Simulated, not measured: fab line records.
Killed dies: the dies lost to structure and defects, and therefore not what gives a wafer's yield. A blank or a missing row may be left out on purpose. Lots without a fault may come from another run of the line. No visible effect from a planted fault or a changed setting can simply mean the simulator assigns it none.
Which tool did it? -- flow gf180mcu -- Sampling: 15 lots, 45 wafers, 3 of 602 route steps

== WHAT THE GAUGES SHOWED, per wafer ==
Not one reading of a measure or inspect step in the record can be checked against a usual standard deviation.

== EACH LOT AND THE TOOL THAT RAN IT (in order: tool; ch and the chambers of the sampled wafers; start) ==
lot,GF_V4_SOFTBAKE_10,GF_MIM_SPUTTER_01,GF_MIM_SPUTTER_04
L701,"litho track-03 ch 0, day 24 22:56 or earlier","pvd sputter-03, day 24 22:56","pvd sputter-03, day 24 23:01"
L702,"litho track-01 ch 0, day 25 01:29 or earlier","pvd sputter-04, day 25 01:29","pvd sputter-04, day 25 01:34"
L703,"litho track-01 ch 0, day 25 13:04 or earlier","pvd sputter-03, day 25 13:04","pvd sputter-03, day 25 13:08"
L706,"litho track-01 ch 0, day 26 03:25 or earlier","pvd sputter-03, day 26 03:25","pvd sputter-03, day 26 03:30"
L707,"litho track-01 ch 0, day 26 13:19 or earlier","pvd sputter-03, day 26 13:19","pvd sputter-03, day 26 13:24"
L708,"litho track-03 ch 0, day 27 02:45 or earlier","pvd sputter-02, day 27 02:45","pvd sputter-02, day 27 02:50"
L710,"litho track-04 ch 0, day 27 11:25 or earlier","pvd sputter-02, day 27 11:25","pvd sputter-02, day 27 11:31"
L715,"litho track-03 ch 0, day 28 18:53 or earlier","pvd sputter-02, day 28 18:53","pvd sputter-02, day 28 18:58"
L714,"litho track-03 ch 0, day 28 20:49 or earlier","pvd sputter-02, day 28 20:49","pvd sputter-02, day 28 20:54"
L717,"litho track-01 ch 0, day 29 14:20 or earlier","pvd sputter-04, day 29 14:20","pvd sputter-04, day 29 14:25"
L719,"litho track-01 ch 0, day 30 02:35 or earlier","pvd sputter-03, day 30 02:35","pvd sputter-03, day 30 02:40"
L720,"litho track-03 ch 0, day 30 10:44 or earlier","pvd sputter-02, day 30 10:44","pvd sputter-02, day 30 10:49"
L721,"litho track-03 ch 0, day 30 19:29 or earlier","pvd sputter-02, day 30 19:29","pvd sputter-02, day 30 19:34"
L723,"litho track-04 ch 0, day 31 01:12 or earlier","pvd sputter-04, day 31 01:12","pvd sputter-04, day 31 01:17"
L724,"litho track-04 ch 0, day 31 08:37 or earlier","pvd sputter-02, day 31 08:37","pvd sputter-02, day 31 08:42"
- GF_V4_SOFTBAKE_10: time 62.57 s.
- GF_MIM_SPUTTER_01: material TiN, target thk 30 nm, time 25 s.
- GF_MIM_SPUTTER_04: material TiN, target thk 50 nm, time 41.7 s.

== AS READ BY THE TOOLS THEMSELVES (means over the sampled wafers that have a number; for cases with no such wafer, the mark the record gives instead) ==
GF_V4_SOFTBAKE_10.
lot,tool,plate sensor t centre C (C),plate sensor t edge C (C)
L701,litho track-03,131.02,131.20
L702,litho track-01,131.02,131.21
L703,litho track-01,131.01,131.21
L706,litho track-01,131.02,131.20
L707,litho track-01,131.02,131.21
L708,litho track-03,131.03,131.22
L710,litho track-04,131.02,131.21
L715,litho track-03,131.00,131.21
L714,litho track-03,131.03,131.21
L717,litho track-01,131.02,131.21
L719,litho track-01,131.02,131.21
L720,litho track-03,131.01,131.22
L721,litho track-03,131.02,131.20
L723,litho track-04,131.02,131.21
L724,litho track-04,131.02,131.22

GF_MIM_SPUTTER_01.
lot,tool,cathode dc power W (W),chamber pressure pa (Pa),throttle valve pct (%)
L701,pvd sputter-03,6501.0,0.4005,30.0
L702,pvd sputter-04,6499.7,0.4003,30.2
L703,pvd sputter-03,6500.3,0.4007,29.7
L706,pvd sputter-03,6500.9,0.4008,29.6
L707,pvd sputter-03,6499.0,0.4007,29.7
L708,pvd sputter-02,6500.5,0.3999,30.6
L710,pvd sputter-02,6499.9,0.3997,31.2
L715,pvd sputter-02,6500.1,0.3991,30.7
L714,pvd sputter-02,6499.6,0.4006,30.5
L717,pvd sputter-04,6499.3,0.4001,29.1
L719,pvd sputter-03,6500.0,0.4001,30.1
L720,pvd sputter-02,6500.1,0.4004,30.9
L721,pvd sputter-02,6500.1,0.3999,31.1
L723,pvd sputter-04,6501.2,0.3994,30.4
L724,pvd sputter-02,6499.7,0.3996,30.7

GF_MIM_SPUTTER_04.
lot,tool,cathode dc power W (W),chamber pressure pa (Pa),throttle valve pct (%)
L701,pvd sputter-03,6498.5,0.3997,30.0
L702,pvd sputter-04,6499.2,0.4001,30.1
L703,pvd sputter-03,6500.8,0.4005,29.8
L706,pvd sputter-03,-,-,-
L707,pvd sputter-03,-,-,-
L708,pvd sputter-02,-,-,-
L710,pvd sputter-02,6499.9,0.4005,31.3
L715,pvd sputter-02,6500.5,0.4002,30.7
L714,pvd sputter-02,6499.8,0.4006,30.4
L717,pvd sputter-04,6500.4,0.4007,29.0
L719,pvd sputter-03,6500.0,0.4000,30.0
L720,pvd sputter-02,6500.1,0.3994,30.6
L721,pvd sputter-02,6499.0,0.4001,31.2
L723,pvd sputter-04,6501.1,0.3991,30.6
L724,pvd sputter-02,6498.8,0.3999,30.8

== THE ANSWER, worked out from the rows above alone ==
Rule: the lots themselves supply what counts as usual. Put in order of their means at a reading, lots are off if they are a third of the lots or fewer, leave a main group of 4 or more, and stand apart from it by a gap of 3 or more times the standard deviation of the main group's means; of several such gaps the widest counts. A main group is skipped when, at the precision printed for the reading in the tables above, its means are all equal. Also off: a lot with no number at a reading for which 4 or more lots have one. Any other lot the step has rows for is counted as sound. The gauges are gone through in route order, then the tools' own readings, and for those a lot's mean is taken as printed above. At the first step where some lot is off, the reading lying furthest off is the one used; lots without a number count as furthest.
Off: L706, L707, L708, at GF_MIM_SPUTTER_04 (cathode dc power W). Without a number there: L706, L707, L708. Mean 6499.8 W and standard deviation 0.78 in the main group.
A tool fits if, at that step or a process step before it, it ran every lot that is off, and no sound lot after the first of them. GF_V4_SOFTBAKE_10 gives no start for some lots, so the hours and the order of its lots are those of GF_MIM_SPUTTER_01. Of those tried, none fits.

== WHAT THE SIMULATOR HAD PUT IN ==
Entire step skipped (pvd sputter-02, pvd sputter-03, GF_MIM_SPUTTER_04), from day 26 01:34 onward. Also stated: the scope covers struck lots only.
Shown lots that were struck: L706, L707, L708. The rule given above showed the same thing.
